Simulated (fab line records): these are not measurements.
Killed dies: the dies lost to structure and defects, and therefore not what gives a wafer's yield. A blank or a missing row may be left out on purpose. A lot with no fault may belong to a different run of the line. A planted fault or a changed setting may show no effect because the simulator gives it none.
fab line records	flow gf180mcu
record: lots: 13	wafers: 39	last-day: 34
route steps=602 shown HV_LDD@230 CONTACT@301 V1@357 V2@386
lots with no fault: from the same line, run without faults
start-h: the number of hours between the record's first day and the start of the first shown wafer of the lot	wait-h: hours since the lot's step before	" identical to the entry in the row above	L1.1+2: a row that stands for several wafers	- value missing, or start not given	* or withheld: withheld	< > ~ a bound
route shown NAME@n: names a module that has steps shown in the file, with the first one's number in the route	usual: mean/standard deviation taken from wafers without a fault	same: alike in all rows	chamber/n: place in a boat	sites: each site's reading	_std_site: their standard deviation	_edge_site: outer sites' mean less inner sites'	radius-mm: for every site, how far away it sits from the centre of the wafer	mask NAME#n: copy n	behind: tool/chamber where the wafer was last shaped	hold: cause of the lot's hold/its duration in hours/its outcome	device: whichever transistor did not switch (one of n, p or np)	end of line: the route-end tests of the same wafers	a step with no rows: only its recipe	killed: count of dies lost to structure and defects at first sort (not the wafer's yield)	map: a wafer's dies, marking killed ones x, the rest . and places with no die _
set.NAME: the setting as run; set.NAME@STEP: as run at that earlier step	model.NAME: the simulator's own value behind a step, which no gauge read
steps of the route over a sample of lots; a table a step, a row a wafer
services: a tool's chamber out of use, with start hour (start-h, from the record's first day; less than 0 if before it), hours out, and reason
== steps ==
step: GF_HV_LDD_CVD_54
recipe: material: SiO2	target-thk-nm: 10	precursor: TEOS	temp-c: 680	time-s: 75	pressure-mtorr: 400
usual: spike-tc-bottom-C: 697.7/2.9	spike-tc-centre-C: 681.2/1.2	spike-tc-lower-C: 679.9/1.6	spike-tc-top-C: 697/3.4	spike-tc-upper-C: 679.7/1.3	susceptor-temp-C: 679.98/0.29	zone-power-lower-pct: 10.2/0.99
lot.wafer	tool	chamber	start-h	wait-h	spike-tc-bottom-C	spike-tc-centre-C	spike-tc-lower-C	spike-tc-top-C	spike-tc-upper-C	susceptor-temp-C	zone-power-lower-pct
L325.1	lpcvd-01	0	271.31	0.1	699.1	678.7	680.0	694	678.5	679.82	11.2
L325.3	"	0	"	"	697.3	681.5	679.9	693	678.7	679.91	11.0
L325.6	"	0	"	"	700.3	678.3	681.4	692	679.0	679.78	11.1
L326.2	lpcvd-02	1	277.56	0.1	692.5	682.6	678.4	694	680.1	680.44	8.4
L326.3	"	1	"	"	694.1	682.5	677.5	696	681.7	680.19	8.5
L326.4	"	1	"	"	694.0	681.1	678.5	697	681.2	679.89	8.6
L327.1	lpcvd-01	0	284.21	0.1	698.2	681.6	679.9	692	677.1	680.24	11.1
L327.3	"	0	"	"	699.7	680.1	679.1	694	679.5	679.88	11.2
L327.5	"	0	"	"	698.0	679.4	681.1	692	679.6	680.28	11.0
L336.1	lpcvd-02	1	364.46	0.1	729.1	716.7	714.0	731	715.0	715.18	9.3
L336.3	"	1	"	"	727.2	716.6	712.3	730	716.2	715.52	9.3
L336.4	"	1	"	"	729.6	718.6	713.7	729	717.0	715.59	9.4
L337.1	lpcvd-02	0	374.42	0.1	732.7	716.5	716.6	737	715.9	715.33	11.6
L337.3	"	0	"	"	732.8	715.0	717.1	735	715.6	715.15	11.6
L337.6	"	0	"	"	732.3	718.2	716.0	736	715.5	715.51	11.5
L338.1	lpcvd-01	1	383.95	0.1	701.3	679.4	680.6	696	679.7	680.67	10.6
L338.2	"	1	"	"	699.1	682.1	678.7	696	678.0	680.16	10.6
L338.3	"	1	"	"	701.7	679.6	681.3	696	679.6	680.46	10.6
L339.3	lpcvd-01	0	390.86	0.1	699.3	680.8	678.4	694	678.4	679.58	10.9
L339.4	"	0	"	"	697.9	680.9	681.0	695	679.3	679.64	11.0
L339.5	"	0	"	"	696.8	680.8	679.7	694	679.8	679.63	11.2
L343.4	lpcvd-01	1	422.02	0.0	701.2	680.3	678.6	696	679.3	680.25	10.6
L343.5	"	1	"	"	702.7	680.0	677.4	695	679.1	680.34	10.7
L343.6	"	1	"	"	701.1	682.0	680.4	697	678.2	680.13	10.5
L344.2	lpcvd-01	0	426.70	0.1	701.0	679.4	678.9	695	677.7	679.72	11.0
L344.4	"	0	"	"	697.1	680.4	681.0	693	678.4	679.52	10.9
L344.6	"	0	"	"	702.4	680.6	681.0	694	678.4	679.62	11.0
L345.3	lpcvd-02	0	432.40	0.1	696.6	683.0	682.7	702	680.2	679.53	10.4
L345.4	"	0	"	"	697.8	681.9	680.2	702	681.0	679.76	10.6
L345.5	"	0	"	"	696.6	680.4	682.0	703	680.9	680.16	10.4
L346.1	lpcvd-02	0	442.41	0.1	696.9	681.3	682.1	703	681.6	680.06	10.5
L346.4	"	0	"	"	697.0	681.2	680.6	702	680.7	680.16	10.4
L346.5	"	0	"	"	697.7	681.3	681.3	702	681.3	680.55	10.6
L347.2	lpcvd-02	0	451.46	0.1	696.7	679.0	681.3	702	682.0	679.96	10.3
L347.3	"	0	"	"	698.3	681.2	681.2	703	680.2	680.34	10.4
L347.6	"	0	"	"	697.0	681.6	679.1	703	681.0	679.87	10.4
L348.1	lpcvd-01	0	458.56	0.1	698.3	680.0	682.0	694	680.4	680.29	10.9
L348.5	"	0	"	"	699.4	679.3	682.0	691	678.5	679.78	10.9
L348.6	"	0	"	"	698.6	681.2	680.9	695	678.0	680.14	11.2
step: GF_HV_LDD_THK_MEAS_55
recipe: reads: SiO2_of_HV_LDD_CVD_54
usual: HV_LDD_CVD_54_THK: 10.05/0.19
lot.wafer	tool	chamber	start-h	wait-h	HV_LDD_CVD_54_THK[nm]
L325.1	film-metro-03	-	272.33	0.0	10.11
L325.3	"	-	"	"	10.10
L325.6	"	-	"	"	9.92
L326.2	film-metro-03	-	278.59	0.0	9.98
L326.3	"	-	"	"	10.11
L326.4	"	-	"	"	10.09
L327.1	film-metro-04	-	285.23	0.0	9.84
L327.3	"	-	"	"	9.87
L327.5	"	-	"	"	9.73
L336.1	film-metro-04	-	365.48	0.0	20.54
L336.3	"	-	"	"	20.55
L336.4	"	-	"	"	20.36
L337.1	film-metro-03	-	375.45	0.0	20.45
L337.3	"	-	"	"	20.33
L337.6	"	-	"	"	20.44
L338.1	film-metro-03	-	384.97	0.0	9.79
L338.2	"	-	"	"	9.91
L338.3	"	-	"	"	9.92
L339.3	film-metro-01	-	391.90	0.0	10.11
L339.4	"	-	"	"	10.15
L339.5	"	-	"	"	10.03
L343.4	film-metro-01	-	423.07	0.0	10.13
L343.5	"	-	"	"	9.89
L343.6	"	-	"	"	9.94
L344.2	film-metro-04	-	427.75	0.0	9.94
L344.4	"	-	"	"	9.83
L344.6	"	-	"	"	9.81
L345.3	film-metro-03	-	433.44	0.0	10.20
L345.4	"	-	"	"	10.03
L345.5	"	-	"	"	10.06
L346.1	film-metro-03	-	443.43	0.0	10.15
L346.4	"	-	"	"	10.28
L346.5	"	-	"	"	10.07
L347.2	film-metro-01	-	452.49	0.0	9.94
L347.3	"	-	"	"	9.95
L347.6	"	-	"	"	10.12
L348.1	film-metro-04	-	459.58	0.0	9.98
L348.5	"	-	"	"	9.99
L348.6	"	-	"	"	9.97
step: GF_CONTACT_CD_MEAS_14
recipe: target-cd-nm: 220
usual: cd-nm: 220.1/1.4
lot.wafer	tool	chamber	start-h	wait-h	cd-nm
L325.1	cd-sem-02	-	359.10	0.1	219.6
L325.3	"	-	"	"	219.5
L325.6	"	-	"	"	217.7
L326.2	cd-sem-02	-	365.82	0.1	219.8
L326.3	"	-	"	"	220.7
L326.4	"	-	"	"	219.8
L327.1	cd-sem-02	-	373.20	0.1	220.0
L327.3	"	-	"	"	218.0
L327.5	"	-	"	"	217.9
L336.1	cd-sem-02	-	461.65	0.1	217.8
L336.3	"	-	"	"	217.9
L336.4	"	-	"	"	217.5
L337.1	cd-sem-02	-	472.20	0.1	220.5
L337.3	"	-	"	"	218.4
L337.6	"	-	"	"	220.4
L338.1	cd-sem-02	-	482.40	0.1	221.6
L338.2	"	-	"	"	221.0
L338.3	"	-	"	"	221.0
L339.3	cd-sem-02	-	489.74	0.1	220.2
L339.4	"	-	"	"	219.8
L339.5	"	-	"	"	219.6
L343.4	cd-sem-02	-	521.96	0.1	221.7
L343.5	"	-	"	"	220.2
L343.6	"	-	"	"	218.5
L344.2	cd-sem-01	-	525.72	0.1	221.9
L344.4	"	-	"	"	221.7
L344.6	"	-	"	"	221.2
L345.3	cd-sem-02	-	532.19	0.1	219.5
L345.4	"	-	"	"	217.2
L345.5	"	-	"	"	218.4
L346.1	cd-sem-02	-	542.00	0.1	221.6
L346.4	"	-	"	"	221.3
L346.5	"	-	"	"	221.8
L347.2	cd-sem-02	-	549.42	0.1	219.7
L347.3	"	-	"	"	221.6
L347.6	"	-	"	"	220.9
L348.1	cd-sem-01	-	557.20	0.1	219.9
L348.5	"	-	"	"	220.3
L348.6	"	-	"	"	218.6
step: GF_V1_SPUTTER_22
recipe: material: TiN	target-thk-nm: 10	chamber-pressure-pa: 5	power-w: 4000	time-s: 40
usual: throttle-valve-pct: 30.0/1.1
lot.wafer	tool	chamber	start-h	wait-h	throttle-valve-pct
L325.1	pvd-sputter-02	-	408.33	0.0	27.4
L325.3	"	-	"	"	31.8
L325.6	"	-	"	"	29.6
L326.2	pvd-sputter-01	-	415.18	0.0	30.7
L326.3	"	-	"	"	29.9
L326.4	"	-	"	"	29.4
L327.1	pvd-sputter-02	-	423.59	0.0	27.5
L327.3	"	-	"	"	29.9
L327.5	"	-	"	"	29.8
L336.1	pvd-sputter-02	-	513.11	0.0	29.9
L336.3	"	-	"	"	31.8
L336.4	"	-	"	"	29.8
L337.1	pvd-sputter-01	-	523.84	0.0	29.9
L337.3	"	-	"	"	29.8
L337.6	"	-	"	"	29.9
L338.1	pvd-sputter-01	-	534.72	0.0	30.5
L338.2	"	-	"	"	29.7
L338.3	"	-	"	"	29.9
L339.3	pvd-sputter-02	-	540.37	0.0	29.7
L339.4	"	-	"	"	29.8
L339.5	"	-	"	"	29.8
L343.4	pvd-sputter-03	-	570.77	0.0	31.5
L343.5	"	-	"	"	30.9
L343.6	"	-	"	"	29.4
L344.2	pvd-sputter-03	-	575.70	0.0	31.0
L344.4	"	-	"	"	29.4
L344.6	"	-	"	"	30.9
L345.3	pvd-sputter-03	-	581.48	0.0	30.8
L345.4	"	-	"	"	29.5
L345.5	"	-	"	"	31.0
L346.1	pvd-sputter-02	-	589.29	0.0	29.7
L346.4	"	-	"	"	29.9
L346.5	"	-	"	"	29.7
L347.2	pvd-sputter-03	-	597.17	0.0	31.9
L347.3	"	-	"	"	29.2
L347.6	"	-	"	"	30.7
L348.1	pvd-sputter-01	-	604.39	0.0	30.5
L348.5	"	-	"	"	29.9
L348.6	"	-	"	"	29.5
step: GF_V2_CMP_04
recipe: material: SiO2	down-force-psi: 4	platen-rpm: 60	pad-velocity-m-s: 0.94248
usual: motor-current-A: 12.1/1.2	slurry-flow-ml-min: 149.9/0.46	time-to-endpoint-s: 82/5.6
lot.wafer	tool	chamber	start-h	wait-h	motor-current-A	slurry-flow-ml-min	time-to-endpoint-s
L325.3	cmp-02	0	433.02	0.1	11.2	150.0	81
L325.1	"	2	"	"	11.2	149.8	79
L325.6	"	3	"	"	10.2	150.8	89
L326.2	cmp-02	1	439.88	0.1	11.7	149.9	83
L326.3	"	2	"	"	11.7	150.1	80
L326.4	"	3	"	"	10.6	150.1	89
L327.1	cmp-01	0	449.03	0.2	14.5	149.7	78
L327.3	"	3	"	"	12.8	149.9	80
L327.5	"	1	"	"	13.7	150.8	77
L336.3	cmp-02	1	537.70	0.0	11.5	150.5	79
L336.1	"	3	"	"	11.0	150.5	85
L336.4	"	0	"	"	11.2	149.8	86
L337.3	cmp-02	1	548.92	0.1	11.3	149.2	75
L337.1	"	2	"	"	11.2	150.1	81
L337.6	"	0	"	"	11.5	149.8	88
L338.2	cmp-02	2	559.12	0.1	11.3	150.5	78
L338.1	"	3	"	"	10.1	150.3	79
L338.3	"	0	"	"	11.1	149.9	74
L339.3	cmp-02	1	565.22	0.1	12.5	149.9	76
L339.4	"	3	"	"	10.6	150.1	87
L339.5	"	1	"	"	11.5	150.5	77
L343.4	cmp-01	1	594.14	0.1	13.8	149.9	83
L343.5	"	0	"	"	14.6	150.3	86
L343.6	"	1	"	"	13.2	150.3	87
L344.2	cmp-01	1	598.86	0.0	14.1	150.0	83
L344.4	"	3	"	"	12.0	150.1	95
L344.6	"	2	"	"	11.2	150.3	84
L345.3	cmp-01	0	604.42	0.1	14.5	149.1	87
L345.4	"	2	"	"	11.5	149.6	86
L345.5	"	3	"	"	12.9	149.7	87
L346.4	cmp-01	2	612.63	0.1	11.7	149.8	85
L346.1	"	3	"	"	13.0	150.0	83
L346.5	"	2	"	"	11.4	149.6	92
L347.2	cmp-01	0	619.77	0.1	13.5	149.9	84
L347.3	"	2	"	"	11.9	149.7	89
L347.6	"	0	"	"	13.7	149.2	87
L348.1	cmp-02	1	627.12	0.1	11.9	149.6	79
L348.5	"	3	"	"	10.5	150.0	84
L348.6	"	0	"	"	11.4	149.9	84
== services ==
tool	chamber	start-h	hours	kind
pvd-sputter-01	-	253.70	1.9	repair
lpcvd-02	-	258.85	2.1	repair
cmp-01	-	287.38	3.8	repair
lpcvd-01	-	290.73	3.9	repair
cmp-01	-	296.35	0.5	repair
cmp-02	-	312.32	0.4	repair
cmp-02	-	321.65	6.0	pm
cmp-02	-	332.74	1.1	repair
cmp-02	-	369.11	14.0	pm
lpcvd-02	-	381.89	1.1	repair
cmp-02	-	410.04	4.0	pm
cmp-02	-	466.08	1.1	repair
cmp-01	-	467.56	4.9	pm
cmp-01	-	481.50	1.6	repair
cmp-02	-	503.12	0.3	repair
cmp-01	-	520.55	6.6	pm
lpcvd-01	-	524.39	0.4	repair
pvd-sputter-02	-	548.79	4.1	repair
cmp-01	-	572.30	4.0	pm
pvd-sputter-02	-	572.94	3.3	repair
cmp-02	-	578.84	1.6	repair
cmp-02	-	592.08	0.6	repair
pvd-sputter-02	-	601.36	2.6	repair
lpcvd-02	-	619.75	0.8	pm
== key ==
first-sign: step: GF_HV_LDD_CVD_54	reading: susceptor-temp-C	direction: up	sigmas: 99+	usual: *	struck: *
effect: step: GF_HV_LDD_CVD_54	reading: spike-tc-centre-C	direction: up	sigmas: 30	usual: 681.2	struck: 716.9
effect: step: GF_HV_LDD_THK_MEAS_55	reading: HV_LDD_CVD_54_THK	direction: up	sigmas: 55	usual: 10.05	struck: 20.45
met-at GF_HV_LDD_CVD_54
struck-lots L336,L337
tester-left-out L336,L337
not-acting-at GF_CONTACT_CD_MEAS_14,GF_V1_SPUTTER_22,GF_V2_CMP_04
onset-between 277.56 364.46
fault: kind: process-parameter-drift	tool: lpcvd-02	chamber: -	onset-h: 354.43	steps: GF_HV_LDD_CVD_54	channel: temp-c	offset: *	shape: step	end-h: 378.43	acts-in: *	stated: *
tester-left-out: of these lots the tester's yield and bins aren't shown, on N5 and GAA mostly nor the transistor test; their killed dies are dies lost to structure and defects alone, not to doping, threshold or leakage, so they don't give the yield
